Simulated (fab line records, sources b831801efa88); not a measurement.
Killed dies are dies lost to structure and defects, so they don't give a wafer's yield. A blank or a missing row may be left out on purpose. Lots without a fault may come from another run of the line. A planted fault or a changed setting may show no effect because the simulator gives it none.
A struck lot beside a sound one | flow sky130 | 5 steps out of a route of 708
Sound: wafers L975.2, L975.3, L975.6. Struck: wafers L965.1, L965.2, L965.4. The cause comes at the end.
At each step with rows: each side's tool, then ch and its chambers, then its first start. Under that, the readings that differ: sound wafers | struck wafers | difference of the means | sigmas: that difference in standard deviations of wafers without a fault.
alike: readings whose means differ by less than 2 such deviations, and words and numbers that are the same on both sides. not compared: withheld readings, readings that some wafer has no value for, bounds like >300 that may hide the same value, and numbers for which the record gives no deviation and whose values overlap.
The two part at a step that has a row with sigmas, a row that says differs or no value, or rows on one side only. Numbers that don't overlap but have no deviation are shown without sigmas and don't part them. A reading that every wafer of one side lacks parts them only if that side has two wafers or more.

SKY_FIELD_ISO_BOW_MEAS_00:
  sound on film_metro-04, day 5 04:01; struck on film_metro-01, day 3 02:00
  alike: INCOMING_BOW
then, 1 step without rows for these wafers: SKY_FIELD_ISO_OXIDATION_01 (stabilise 600 s, purge 300 s, target thk 12 nm).
SKY_FIELD_ISO_THK_MEAS_02:
  sound on film_metro-01, day 5 05:38; struck on film_metro-01, day 3 03:54
  alike: FIELD_ISO_OXIDATION_00_THK
SKY_FIELD_ISO_CVD_03: deposits Si3N4 from DCS/NH3, target thk 165 nm, time 2830 s.
  sound on lpcvd-02 ch 0, day 5 08:22; struck on lpcvd-02 ch 0, day 3 04:08
  no value came back on the struck wafers for pressure_mtorr (mTorr), spike_tc_bottom_C (C), spike_tc_centre_C (C), spike_tc_upper_C (C); on the sound wafers pressure_mtorr (mTorr) reads 248.8 249.4 248.4
SKY_PAD_OPEN_PROBE_99:
  the record has rows for the sound wafers here (prober-01, day 50 08:01) and none for the struck ones

WHERE THEY PART
First at SKY_FIELD_ISO_CVD_03; last, within this record, at SKY_PAD_OPEN_PROBE_99.

WHY: what the simulator had put in
Skipped step whole: lpcvd-02, from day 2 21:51 on, at SKY_FIELD_ISO_CVD_03. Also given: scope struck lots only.
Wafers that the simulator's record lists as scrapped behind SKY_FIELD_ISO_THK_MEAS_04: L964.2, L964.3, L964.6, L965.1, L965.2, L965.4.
